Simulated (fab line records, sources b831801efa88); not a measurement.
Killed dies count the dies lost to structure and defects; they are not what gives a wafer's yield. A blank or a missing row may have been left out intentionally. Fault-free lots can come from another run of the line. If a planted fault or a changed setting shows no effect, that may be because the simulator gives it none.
fab line records	flow sky130
[record] lots = 11	wafers = 33	last_day = 50
route steps=708 shown VIA2@523 CAPM@537 METAL3@567 PAD_OPEN@708
lots that met no fault: taken from a fault-free run of the same line
start_h: hours from the record's opening day to when the first of the lot's shown wafers began	wait_h: hours from the lot's prior step to this one	" as in the row above	L1.1+2: several wafers, shown together as one row	- no value, or no start was given	* or withheld: withheld	< > ~ a bound
route shown NAME@n: a module of which the file shows steps, and the number in the route of the first	usual: mean and standard deviation over wafers with no fault	same: alike in all rows	chamber/n: place in a boat	sites: the reading at each site	_std_site: how widely they spread, as a standard deviation	_edge_site: inner sites' mean taken away from outer sites' mean	radius_mm: for every site, how far away it sits from the centre of the wafer	mask NAME#n: copy n	behind: the last tool/chamber to shape the wafer	hold: why the lot was held/for how many hours/how that ended	device: names the non-switching transistor (n, p or np)	end of line: at the end of the route, the tests of the same wafers	for a step that has no rows: nothing shown but its recipe	killed: dies that structure and defects cost at the first sort, which is not the same as the wafer's yield	map: dies across one wafer; x = killed, . = not, _ = none there
set.NAME: the setting the step ran with; set.NAME@STEP: the setting that earlier step ran with	model.NAME: the simulator's own value behind a step, which no gauge read
the route's steps for a sample of lots (tables are steps, rows are wafers)
services: when a tool's chamber went out of use (start_h, in hours from the record's first day, below 0 if earlier), for how many hours, and the reason
[[steps]]
[step SKY_VIA2_STRIP_16]
[recipe] chemistry = O2/N2	power_w = 1400	pressure_mtorr = 1500	platen_temp_c = withheld	o2_flow_sccm = 3000	n2_flow_sccm = 300	overash_fraction = 0.5
[usual] drypump_motor_current_A = 5.4/0.43	oes_product_au = 0.398/0.0047	strip_time_to_endpoint_s = 4.041/0.023
lot.wafer	tool	chamber	start_h	wait_h	drypump_motor_current_A	oes_product_au	rf_hours_counter_h	strip_time_to_endpoint_s
L508.2	plasma_asher-03	0	855.03	0.0	6.0	0.388	12	4.036
L508.3	"	1	"	"	5.9	0.392	-	4.041
L508.6	"	0	"	"	6.0	0.399	-	4.041
L510.1	plasma_asher-01	0	865.68	0.1	4.8	0.405	48	4.057
L510.3	"	1	"	"	5.4	0.405	-	4.077
L510.4	"	0	"	"	4.8	0.401	-	4.094
L511.1	plasma_asher-04	1	872.18	0.0	5.3	0.395	90	4.047
L511.2	"	0	"	"	5.2	0.392	90	4.062
L511.6	"	1	"	"	5.3	0.399	-	4.098
L513.2	plasma_asher-04	1	891.08	0.0	5.2	0.401	92	4.034
L513.4	"	1	"	"	5.2	0.398	-	3.982
L513.6	"	1	"	"	5.2	0.399	-	4.024
L515.2	plasma_asher-04	0	904.16	0.0	5.1	0.390	93	4.049
L515.3	"	1	"	"	5.3	0.402	-	4.055
L515.6	"	1	"	"	5.3	0.400	-	4.010
L516.1	plasma_asher-01	0	908.86	0.0	4.8	0.406	52	4.044
L516.3	"	1	"	"	5.4	0.398	-	4.047
L516.5	"	1	"	"	5.5	0.392	-	4.014
L524.1	plasma_asher-03	1	966.58	0.0	5.8	0.396	24	4.030
L524.2	"	0	"	"	6.0	0.398	24	4.010
L524.4	"	1	"	"	5.9	0.400	-	4.078
L527.1	plasma_asher-03	1	983.83	0.0	5.9	0.395	26	4.007
L527.5	"	1	"	"	5.8	0.398	-	4.024
L527.6	"	0	"	"	6.0	0.401	-	4.042
L528.1	plasma_asher-01	1	995.16	0.0	5.4	0.397	61	3.998
L528.2	"	0	"	"	4.8	0.401	61	4.014
L528.6	"	0	"	"	4.8	0.395	-	4.030
L529.2	plasma_asher-03	1	999.83	0.0	5.9	0.396	27	4.018
L529.3	"	1	"	"	5.9	0.393	-	4.054
L529.5	"	0	"	"	6.0	0.404	-	4.067
L530.2	plasma_asher-01	1	1000.48	0.0	5.4	0.395	62	4.012
L530.3	"	1	"	"	5.4	0.401	-	4.035
L530.4	"	0	"	"	4.8	0.395	-	4.022
[step SKY_CAPM_CVD_00]
[recipe] material = SiO2	target_thk_nm = 15.5	temp_c = 400	time_s = withheld	rf_w = 450
[usual] heater_power_w = 704/89
lot.wafer	tool	chamber	start_h	wait_h	heater_power_w
L508.2	pecvd-03	1	856.48	0.0	874
L508.3	"	0	"	"	620
L508.6	"	0	"	"	621
L510.1	pecvd-01	1	867.24	0.0	735
L510.3	"	0	"	"	615
L510.4	"	1	"	"	749
L511.1	pecvd-01	2	873.60	0.0	642
L511.2	"	0	"	"	577
L511.6	"	1	"	"	785
L513.2	pecvd-02	2	892.49	0.0	759
L513.4	"	2	"	"	763
L513.6	"	0	"	"	744
L515.2	pecvd-03	2	905.58	0.0	682
L515.3	"	0	"	"	682
L515.6	"	0	"	"	659
L516.1	pecvd-03	0	910.32	0.0	617
L516.3	"	0	"	"	613
L516.5	"	0	"	"	612
L524.1	pecvd-02	0	967.99	0.0	786
L524.2	"	1	"	"	674
L524.4	"	0	"	"	776
L527.1	pecvd-02	0	985.25	0.0	679
L527.5	"	1	"	"	660
L527.6	"	2	"	"	762
L528.1	pecvd-01	0	996.59	0.0	564
L528.2	"	1	"	"	804
L528.6	"	0	"	"	562
L529.2	pecvd-01	0	1001.25	0.0	527
L529.3	"	2	"	"	713
L529.5	"	0	"	"	545
L530.2	pecvd-03	0	1001.90	0.0	646
L530.3	"	2	"	"	646
L530.4	"	1	"	"	908
[step SKY_CAPM_THK_MEAS_01]
[recipe] reads = SiO2_of_CAPM_CVD_00
[usual] CAPM_CVD_00_THK = 15.44/0.21
lot.wafer	tool	chamber	start_h	wait_h	CAPM_CVD_00_THK[nm]
L508.2	film_metro-01	-	856.51	-	15.24
L508.3	"	-	"	"	15.23
L508.6	"	-	"	"	15.60
L510.1	film_metro-04	-	867.26	-	15.22
L510.3	"	-	"	"	15.00
L510.4	"	-	"	"	15.50
L511.1	film_metro-01	-	873.63	-	15.81
L511.2	"	-	"	"	15.51
L511.6	"	-	"	"	15.90
L513.2	film_metro-04	-	892.52	-	15.37
L513.4	"	-	"	"	15.58
L513.6	"	-	"	"	15.63
L515.2	film_metro-02	-	905.61	-	15.48
L515.3	"	-	"	"	15.26
L515.6	"	-	"	"	15.52
L516.1	film_metro-02	-	910.35	-	15.15
L516.3	"	-	"	"	15.49
L516.5	"	-	"	"	15.28
L524.1	film_metro-02	-	968.01	-	15.66
L524.2	"	-	"	"	15.33
L524.4	"	-	"	"	15.45
L527.1	film_metro-01	-	985.27	-	15.16
L527.5	"	-	"	"	15.34
L527.6	"	-	"	"	15.67
L528.1	film_metro-01	-	996.61	-	15.53
L528.2	"	-	"	"	28.15
L528.6	"	-	"	"	28.26
L529.2	film_metro-01	-	1001.29	-	27.56
L529.3	"	-	"	"	28.39
L529.5	"	-	"	"	15.53
L530.2	film_metro-04	-	1001.93	-	15.23
L530.3	"	-	"	"	15.18
L530.4	"	-	"	"	15.47
[step SKY_CAPM_SPUTTER_02]
[recipe] material = TiN	target_thk_nm = 200	temp_c = 300	power_w = 6500	time_s = 166.7	chamber_pressure_pa = 0.4
[usual] throttle_valve_pct = 30.1/0.71
lot.wafer	tool	chamber	start_h	wait_h	throttle_valve_pct
L508.2	pvd_sputter-04	-	856.56	0.0	30.6
L508.3	"	-	"	"	29.3
L508.6	"	-	"	"	29.6
L510.1	pvd_sputter-01	-	867.32	0.1	28.8
L510.3	"	-	"	"	29.6
L510.4	"	-	"	"	31.5
L511.1	pvd_sputter-04	-	873.69	0.1	29.7
L511.2	"	-	"	"	30.7
L511.6	"	-	"	"	30.5
L513.2	pvd_sputter-01	-	892.57	0.0	31.5
L513.4	"	-	"	"	30.4
L513.6	"	-	"	"	29.8
L515.2	pvd_sputter-04	-	905.66	0.0	30.3
L515.3	"	-	"	"	29.9
L515.6	"	-	"	"	29.7
L516.1	pvd_sputter-04	-	910.41	0.1	29.7
L516.3	"	-	"	"	30.6
L516.5	"	-	"	"	30.1
L524.1	pvd_sputter-04	-	968.07	0.1	29.7
L524.2	"	-	"	"	29.8
L524.4	"	-	"	"	29.9
L527.1	pvd_sputter-04	-	985.33	0.1	30.4
L527.5	"	-	"	"	29.4
L527.6	"	-	"	"	30.4
L528.1	pvd_sputter-01	-	996.67	0.1	29.1
L528.2	"	-	"	"	29.7
L528.6	"	-	"	"	29.0
L529.2	pvd_sputter-04	-	1001.34	0.0	30.1
L529.3	"	-	"	"	29.7
L529.5	"	-	"	"	29.8
L530.2	pvd_sputter-01	-	1001.98	0.0	31.3
L530.3	"	-	"	"	29.6
L530.4	"	-	"	"	28.6
[step SKY_CAPM_STRIP_14]
[recipe] chemistry = O2/N2	power_w = 1400	pressure_mtorr = 1500	platen_temp_c = withheld	o2_flow_sccm = 3000	n2_flow_sccm = 300	overash_fraction = 0.5
[usual] drypump_motor_current_A = 5.3/0.34	oes_product_au = 0.711/0.0046	strip_time_to_endpoint_s = 12.66/0.038
lot.wafer	tool	chamber	start_h	wait_h	drypump_motor_current_A	oes_product_au	rf_hours_counter_h	strip_time_to_endpoint_s
L508.2	plasma_asher-01	0	882.76	0.1	4.8	0.712	50	12.70
L508.3	"	1	"	"	5.5	0.708	-	12.64
L508.6	"	1	"	"	5.4	0.708	-	12.68
L510.1	plasma_asher-01	1	893.36	0.1	5.4	0.712	51	12.61
L510.3	"	0	"	"	4.8	0.711	-	12.59
L510.4	"	1	"	"	5.4	0.708	-	12.57
L511.1	plasma_asher-01	0	899.73	0.1	4.8	0.708	51	12.67
L511.2	"	1	"	"	5.5	0.713	51	12.67
L511.6	"	1	"	"	5.4	0.707	-	12.72
L513.2	plasma_asher-01	0	916.66	0.1	4.8	0.710	53	12.64
L513.4	"	0	"	"	4.8	0.701	-	12.66
L513.6	"	0	"	"	4.8	0.713	-	12.61
L515.2	plasma_asher-04	1	929.26	0.1	5.3	0.714	96	12.66
L515.3	"	0	"	"	5.1	0.716	-	12.68
L515.6	"	0	"	"	5.1	0.699	-	12.71
L516.1	plasma_asher-02	0	935.16	0.1	5.6	0.711	81	12.59
L516.3	"	1	"	"	5.8	0.710	-	12.67
L516.5	"	1	"	"	5.8	0.711	-	12.59
L524.1	plasma_asher-02	1	991.38	0.1	5.8	0.710	87	12.60
L524.2	"	0	"	"	5.5	0.715	87	12.70
L524.4	"	0	"	"	5.6	0.701	-	12.66
L527.1	plasma_asher-04	0	1008.03	0.1	5.1	0.723	103	12.70
L527.5	"	0	"	"	5.1	0.703	-	12.69
L527.6	"	1	"	"	5.3	0.714	-	12.70
L528.1	plasma_asher-01	1	1019.53	0.1	5.4	0.708	64	12.62
L528.2	"	0	"	"	4.8	0.711	64	12.63
L528.6	"	0	"	"	4.8	0.715	-	12.65
L529.2	plasma_asher-02	1	1024.43	0.1	5.8	0.709	90	12.66
L529.3	"	0	"	"	5.6	0.711	-	12.64
L529.5	"	1	"	"	5.8	0.704	-	12.66
L530.2	plasma_asher-02	1	1024.93	0.1	5.8	0.712	90	12.65
L530.3	"	0	"	"	5.6	0.708	-	12.67
L530.4	"	1	"	"	5.7	0.708	-	12.68
[step SKY_METAL3_ETCH_17]
[recipe] target = SiO2	stop_on = TiN	chemistry = C4F8/O2/Ar	source_w = 1500	bias_w = 1200	pressure_mtorr = 40	c4f8_flow_sccm = withheld	O2_flow_sccm = 6	Ar_flow_sccm = 300	time_s = 3.9	target_depth_a = 150
[usual] oes_product_au = 0.754/0.0064
lot.wafer	tool	chamber	start_h	wait_h	oes_product_au
L508.2	rie_diel-02	2	909.09	0.1	0.752
L508.3	"	0	"	"	0.754
L508.6	"	0	"	"	0.756
L510.1	rie_diel-02	2	918.86	0.1	0.751
L510.3	"	3	"	"	0.744
L510.4	"	0	"	"	0.754
L511.1	rie_diel-04	3	925.80	0.1	0.765
L511.2	"	2	"	"	0.758
L511.6	"	0	"	"	0.769
L513.2	rie_diel-02	2	941.66	0.1	0.754
L513.4	"	3	"	"	0.769
L513.6	"	0	"	"	0.751
L515.2	rie_diel-01	1	954.26	0.1	0.754
L515.3	"	2	"	"	0.751
L515.6	"	3	"	"	0.745
L516.1	rie_diel-01	3	960.51	0.1	0.748
L516.3	"	1	"	"	0.762
L516.5	"	3	"	"	0.748
L524.1	rie_diel-01	0	1014.64	0.2	0.758
L524.2	"	1	"	"	0.747
L524.4	"	3	"	"	0.746
L527.1	rie_diel-04	3	1031.06	0.1	0.747
L527.5	"	3	"	"	0.749
L527.6	"	0	"	"	0.756
L528.1	rie_diel-02	3	1042.61	0.1	0.751
L528.2	"	0	"	"	1.005
L528.6	"	3	"	"	1.009
L529.2	rie_diel-04	1	1047.11	0.1	1.012
L529.3	"	0	"	"	1.012
L529.5	"	1	"	"	0.769
L530.2	rie_diel-04	2	1048.21	0.1	0.745
L530.3	"	1	"	"	0.760
L530.4	"	3	"	"	0.761
[step SKY_PAD_OPEN_PROBE_99]
[usual] defect_limited_yield = 82.4/2	killed_at_M0_to_M3 = 44/6.8	killed_at_M4_up = 3.4/2	killed_at_contacts = 24/5.2	killed_at_front_end = 15/5.2	killed_at_other = 0.2/0.46	killed_dies = 87/9.8	killed_open = 47/7.5	killed_short = 39/6.8
[same] gross_dies = 492	killed_at_back_side = 0
lot.wafer	tool	chamber	start_h	wait_h	defect_limited_yield[%]	killed_at_M0_to_M3	killed_at_M4_up	killed_at_contacts	killed_at_front_end	killed_at_other	killed_dies	killed_open	killed_short
L508.2	prober-02	-	1081.35	0.1	82.7	43	2	27	13	0	85	53	32
L508.3	prober-02	-	1081.40	0.2	82.3	43	4	19	20	1	87	48	39
L508.6	prober-02	-	1081.55	0.2	81.7	49	5	20	16	0	90	45	45
L510.1	prober-02	-	1089.34	0.1	81.5	47	5	28	10	1	91	44	47
L510.3	prober-02	-	1089.44	0.2	78.9	51	2	30	21	0	104	51	53
L510.4	prober-02	-	1089.49	0.2	80.9	43	3	28	20	0	94	56	38
L511.1	prober-01	-	1095.38	0.1	80.9	35	3	26	29	1	94	51	43
L511.2	prober-01	-	1095.43	0.1	84.1	35	2	23	18	0	78	44	34
L511.6	prober-01	-	1095.63	0.2	83.7	41	3	19	17	0	80	44	36
L513.2	prober-01	-	1107.27	0.1	78.0	55	4	32	16	1	108	57	51
L513.4	prober-01	-	1107.37	0.2	83.9	39	5	24	11	0	79	46	33
L513.6	prober-01	-	1107.47	0.2	81.1	41	2	26	24	0	93	48	45
L515.2	prober-01	-	1119.77	0.1	79.7	40	5	31	23	1	100	52	48
L515.3	prober-01	-	1119.82	0.2	79.7	48	4	27	21	0	100	53	47
L515.6	prober-01	-	1119.97	0.2	81.1	49	1	14	29	0	93	58	35
L516.1	prober-02	-	1124.41	0.1	80.5	50	4	26	16	0	96	56	40
L516.3	prober-02	-	1124.51	0.2	86.8	33	2	22	8	0	65	42	23
L516.5	prober-02	-	1124.61	0.2	83.5	35	3	31	10	2	81	42	39
L524.1	prober-02	-	1165.87	0.1	83.5	47	2	19	13	0	81	47	34
L524.2	prober-02	-	1165.92	0.1	83.7	49	1	19	10	1	80	43	37
L524.4	prober-02	-	1166.02	0.2	83.5	40	4	23	14	0	81	46	35
L527.1	prober-01	-	1180.74	0.1	80.5	40	3	34	19	0	96	67	29
L527.5	prober-01	-	1180.94	0.2	83.9	41	4	29	5	0	79	36	43
L527.6	prober-01	-	1180.99	0.2	85.8	42	5	16	7	0	70	37	33
L528.1	prober-02	-	1186.57	0.1	81.7	51	4	13	22	0	90	55	35
L528.2	prober-02	-	1186.62	0.1	85.8	41	0	18	11	0	70	31	39
L528.6	prober-02	-	1186.82	0.2	84.6	45	4	17	10	0	76	40	36
L529.2	prober-01	-	1191.28	0.1	84.6	33	4	24	14	1	76	42	34
L529.3	prober-01	-	1191.33	0.2	80.5	48	5	26	17	0	96	53	43
L529.5	prober-01	-	1191.43	0.2	80.3	50	0	27	20	0	97	64	33
L530.2	prober-02	-	1192.25	0.1	82.3	44	2	27	14	0	87	48	39
L530.3	prober-02	-	1192.30	0.2	82.9	44	2	26	12	0	84	42	42
L530.4	prober-02	-	1192.35	0.2	78.0	53	2	34	19	0	108	52	56
// killed by level:class
L508.2 LI_CONTACT:geometric_particle:open=10 VIA2:geometric_particle:open=9 VIA1:geometric_particle:open=8 VIA3:geometric_particle:open=8 CONTACT:geometric_particle:short=7 METAL1:geometric_particle:short=5 VIA1:geometric_particle:short=5 FIELD_ISO:geometric_particle:open=3
L508.3 METAL1:geometric_particle:short=10 VIA1:geometric_particle:open=10 POLY_GATE:geometric_particle:short=7 LI_CONTACT:geometric_particle:open=7 VIA3:geometric_particle:open=7 CONTACT:geometric_particle:open=6 VIA2:geometric_particle:open=6 POLY_GATE:geometric_particle:open=5
L508.6 POLY_GATE:geometric_particle:short=8 VIA2:geometric_particle:open=8 CONTACT:geometric_particle:open=8 VIA1:geometric_particle:open=8 VIA3:geometric_particle:open=7 METAL1:geometric_particle:short=6 VIA3:geometric_particle:short=6 LI_CONTACT:geometric_particle:open=5
L510.1 VIA1:geometric_particle:open=14 METAL1:geometric_particle:short=11 LI_CONTACT:geometric_particle:open=8 LOCAL_INTERCONNECT:geometric_particle:short=6 CONTACT:geometric_particle:open=6 CONTACT:geometric_particle:short=5 VIA1:geometric_particle:short=4 METAL2:geometric_particle:short=4
L510.3 LI_CONTACT:geometric_particle:open=10 CONTACT:geometric_particle:open=10 METAL1:geometric_particle:short=10 VIA1:geometric_particle:short=8 VIA2:geometric_particle:open=8 VIA1:geometric_particle:open=7 CONTACT:geometric_particle:short=6 POLY_GATE:geometric_particle:short=5
L510.4 CONTACT:geometric_particle:open=14 VIA1:geometric_particle:open=13 POLY_GATE:geometric_particle:short=8 FIELD_ISO:geometric_particle:open=6 LI_CONTACT:geometric_particle:open=6 CONTACT:geometric_particle:short=5 VIA2:geometric_particle:short=5 VIA2:geometric_particle:open=5
L511.1 CONTACT:geometric_particle:open=9 FIELD_ISO:geometric_particle:open=8 LI_CONTACT:geometric_particle:open=8 FIELD_ISO:geometric_particle:short=7 VIA1:geometric_particle:open=7 METAL1:geometric_particle:short=5 METAL2:geometric_particle:short=5 POLY_GATE:geometric_particle:open=4
L511.2 VIA1:geometric_particle:open=13 CONTACT:geometric_particle:open=11 METAL1:geometric_particle:short=7 FIELD_ISO:geometric_particle:short=4 VIA3:geometric_particle:open=4 LI_CONTACT:geometric_particle:open=4 FIELD_ISO:geometric_particle:open=3 POLY_GATE:geometric_particle:open=3
L511.6 CONTACT:geometric_particle:open=10 VIA2:geometric_particle:open=10 VIA1:geometric_particle:open=8 POLY_GATE:geometric_particle:short=7 VIA3:geometric_particle:open=6 METAL1:geometric_particle:short=5 FIELD_ISO:geometric_particle:open=4 FIELD_ISO:geometric_particle:short=4
L513.2 VIA1:geometric_particle:open=11 CONTACT:geometric_particle:open=10 VIA1:geometric_particle:short=10 LI_CONTACT:geometric_particle:open=8 VIA3:geometric_particle:open=7 VIA2:geometric_particle:short=6 LOCAL_INTERCONNECT:geometric_particle:short=5 CONTACT:geometric_particle:short=5
L513.4 VIA1:geometric_particle:open=10 LI_CONTACT:geometric_particle:open=10 VIA3:geometric_particle:open=8 CONTACT:geometric_particle:open=8 VIA1:geometric_particle:short=6 METAL1:geometric_particle:short=5 FIELD_ISO:geometric_particle:open=4 POLY_GATE:geometric_particle:short=3
L513.6 POLY_GATE:geometric_particle:open=7 LI_CONTACT:geometric_particle:open=7 METAL2:geometric_particle:short=7 CONTACT:geometric_particle:short=6 VIA1:geometric_particle:open=6 VIA2:geometric_particle:open=6 FIELD_ISO:geometric_particle:open=5 LOCAL_INTERCONNECT:geometric_particle:short=5
L515.2 CONTACT:geometric_particle:open=14 VIA1:geometric_particle:open=14 FIELD_ISO:geometric_particle:open=6 LI_CONTACT:geometric_particle:short=6 FIELD_ISO:geometric_particle:short=5 LOCAL_INTERCONNECT:geometric_particle:short=5 VIA1:geometric_particle:short=5 LI_CONTACT:geometric_particle:open=4
L515.3 CONTACT:geometric_particle:open=11 VIA3:geometric_particle:short=9 LI_CONTACT:geometric_particle:open=8 VIA3:geometric_particle:open=8 METAL2:geometric_particle:short=7 FIELD_ISO:geometric_particle:short=6 VIA1:geometric_particle:open=6 FIELD_ISO:geometric_particle:open=5
L515.6 VIA1:geometric_particle:open=15 VIA3:geometric_particle:open=9 FIELD_ISO:geometric_particle:open=7 LI_CONTACT:geometric_particle:open=6 METAL2:geometric_particle:short=5 VIA3:geometric_particle:short=5 FIELD_ISO:geometric_particle:short=4 POLY_GATE:geometric_particle:open=4
L516.1 CONTACT:geometric_particle:open=16 VIA1:geometric_particle:open=16 CONTACT:geometric_particle:short=7 VIA1:geometric_particle:short=7 METAL3:geometric_particle:short=5 METAL1:geometric_particle:short=5 POLY_GATE:geometric_particle:short=4 VIA2:geometric_particle:open=4
L516.3 CONTACT:geometric_particle:open=12 VIA2:geometric_particle:open=8 VIA1:geometric_particle:open=6 VIA1:geometric_particle:short=5 LI_CONTACT:geometric_particle:open=4 METAL1:geometric_particle:short=3 POLY_GATE:geometric_particle:open=3 LI_CONTACT:geometric_particle:short=3
L516.5 CONTACT:geometric_particle:open=13 VIA1:geometric_particle:open=8 VIA1:geometric_particle:short=7 VIA2:geometric_particle:open=7 POLY_GATE:geometric_particle:short=6 LI_CONTACT:geometric_particle:open=6 CONTACT:geometric_particle:short=6 METAL1:geometric_particle:short=5
L524.1 VIA1:geometric_particle:open=21 VIA1:geometric_particle:short=6 CONTACT:geometric_particle:open=6 VIA2:geometric_particle:open=5 CONTACT:geometric_particle:short=5 METAL1:geometric_particle:short=5 FIELD_ISO:geometric_particle:short=4 LI_CONTACT:geometric_particle:open=4
L524.2 VIA1:geometric_particle:open=21 VIA1:geometric_particle:short=8 METAL2:geometric_particle:short=8 CONTACT:geometric_particle:open=7 LI_CONTACT:geometric_particle:open=5 CONTACT:geometric_particle:short=5 METAL1:geometric_particle:short=5 POLY_GATE:geometric_particle:short=3
L524.4 VIA1:geometric_particle:open=10 CONTACT:geometric_particle:open=8 LI_CONTACT:geometric_particle:open=6 VIA1:geometric_particle:short=6 VIA3:geometric_particle:open=6 LI_CONTACT:geometric_particle:short=5 FIELD_ISO:geometric_particle:short=3 POLY_GATE:geometric_particle:short=3
L527.1 CONTACT:geometric_particle:open=14 VIA2:geometric_particle:open=9 LI_CONTACT:geometric_particle:open=8 VIA1:geometric_particle:open=8 VIA3:geometric_particle:open=8 FIELD_ISO:geometric_particle:open=7 POLY_GATE:geometric_particle:open=6 METAL1:geometric_particle:short=5
L527.5 CONTACT:geometric_particle:open=12 CONTACT:geometric_particle:short=11 METAL2:geometric_particle:short=11 VIA1:geometric_particle:open=10 VIA3:geometric_particle:open=5 METAL4:geometric_particle:short=4 FIELD_ISO:geometric_particle:short=3 LI_CONTACT:geometric_particle:open=3
L527.6 VIA1:geometric_particle:open=12 METAL1:geometric_particle:short=9 CONTACT:geometric_particle:open=8 METAL4:geometric_particle:short=5 VIA1:geometric_particle:short=5 LI_CONTACT:geometric_particle:open=4 VIA2:geometric_particle:open=4 VIA3:geometric_particle:open=4
L528.1 VIA1:geometric_particle:open=10 POLY_GATE:geometric_particle:open=9 VIA2:geometric_particle:open=9 VIA3:geometric_particle:open=8 CONTACT:geometric_particle:open=7 METAL1:geometric_particle:short=6 VIA3:geometric_particle:short=5 FIELD_ISO:geometric_particle:open=4
L528.2 VIA1:geometric_particle:open=10 METAL1:geometric_particle:short=8 LOCAL_INTERCONNECT:geometric_particle:short=5 CONTACT:geometric_particle:open=5 VIA1:geometric_particle:short=4 METAL2:geometric_particle:short=4 VIA2:geometric_particle:short=4 VIA3:geometric_particle:open=4
L528.6 VIA1:geometric_particle:open=12 VIA3:geometric_particle:open=7 CONTACT:geometric_particle:open=6 VIA1:geometric_particle:short=6 METAL3:geometric_particle:short=6 METAL1:geometric_particle:short=5 LI_CONTACT:geometric_particle:open=4 METAL2:geometric_particle:short=4
L529.2 VIA1:geometric_particle:open=10 CONTACT:geometric_particle:open=8 LI_CONTACT:geometric_particle:open=5 VIA3:geometric_particle:open=5 VIA3:geometric_particle:short=5 LOCAL_INTERCONNECT:geometric_particle:short=4 CONTACT:geometric_particle:short=4 VIA2:geometric_particle:open=4
L529.3 VIA2:geometric_particle:open=10 LI_CONTACT:geometric_particle:open=8 VIA1:geometric_particle:open=8 METAL1:geometric_particle:short=7 VIA3:geometric_particle:open=6 CONTACT:geometric_particle:short=6 CONTACT:geometric_particle:open=5 METAL2:geometric_particle:short=5
L529.5 VIA1:geometric_particle:open=20 LI_CONTACT:geometric_particle:open=8 VIA2:geometric_particle:open=8 POLY_GATE:geometric_particle:open=7 CONTACT:geometric_particle:open=6 LOCAL_INTERCONNECT:geometric_particle:short=6 POLY_GATE:geometric_particle:short=5 METAL2:geometric_particle:short=5
L530.2 VIA1:geometric_particle:short=11 CONTACT:geometric_particle:open=10 VIA1:geometric_particle:open=9 VIA2:geometric_particle:open=8 LI_CONTACT:geometric_particle:open=7 CONTACT:geometric_particle:short=5 VIA2:geometric_particle:short=5 POLY_GATE:geometric_particle:short=4
L530.3 VIA1:geometric_particle:open=14 CONTACT:geometric_particle:open=8 CONTACT:geometric_particle:short=7 LI_CONTACT:geometric_particle:open=6 METAL2:geometric_particle:short=5 VIA3:geometric_particle:open=5 FIELD_ISO:geometric_particle:short=4 VIA2:geometric_particle:open=4
L530.4 METAL1:geometric_particle:short=15 VIA1:geometric_particle:open=12 CONTACT:geometric_particle:open=12 LI_CONTACT:geometric_particle:open=11 CONTACT:geometric_particle:short=8 VIA1:geometric_particle:short=6 FIELD_ISO:geometric_particle:short=5 POLY_GATE:geometric_particle:short=5
[[services]]
tool	chamber	start_h	hours	kind
rie_diel-04	-	835.99	1.1	repair
plasma_asher-04	-	839.73	28.1	pm
rie_diel-02	3	841.17	7.1	repair
plasma_asher-02	-	845.74	2.0	repair
pecvd-01	-	852.94	0.2	repair
plasma_asher-02	-	856.67	1.9	repair
plasma_asher-02	-	859.21	14.6	pm
rie_diel-01	-	869.78	0.6	repair
pecvd-03	-	879.23	1.0	repair
pecvd-03	0	885.29	15.8	repair
rie_diel-01	3	887.74	4.2	repair
rie_diel-04	3	904.88	4.0	repair
pecvd-03	2	908.51	3.9	repair
pvd_sputter-04	-	929.41	5.0	repair
plasma_asher-03	-	937.74	2.8	pm
rie_diel-01	3	938.13	12.2	repair
rie_diel-04	0	953.94	7.1	repair
rie_diel-04	1	971.05	7.3	repair
rie_diel-04	-	971.57	0.5	repair
rie_diel-04	0	982.91	3.1	repair
pecvd-01	1	999.91	17.4	repair
rie_diel-04	1	1016.73	2.1	repair
pvd_sputter-04	-	1020.62	0.9	repair
plasma_asher-01	-	1048.08	2.8	pm
[[key]]
[first_sign] step = SKY_CAPM_THK_MEAS_01	reading = CAPM_CVD_00_THK	direction = up	sigmas = 61	usual = 15.44	struck = 28.09
[effect] step = SKY_METAL3_ETCH_17	reading = oes_product_au	direction = up	sigmas = 40	usual = 0.754	struck = 1.009
met_at SKY_CAPM_CVD_00
struck_lots L528,L529
struck_wafers L528.2,L528.6,L529.2,L529.3
not_acting_at SKY_VIA2_STRIP_16,SKY_CAPM_SPUTTER_02,SKY_CAPM_STRIP_14
onset_between 873.60 996.59
[fault] kind = process_parameter_drift	tool = pecvd-01	chamber = -	onset_h = 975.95	steps = SKY_CAPM_CVD_00	channel = target_thk_nm	offset = 12.637	shape = step	end_h = 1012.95	scope = struck_wafers_only	acts_in = these_recipes_only	stated = 15.5
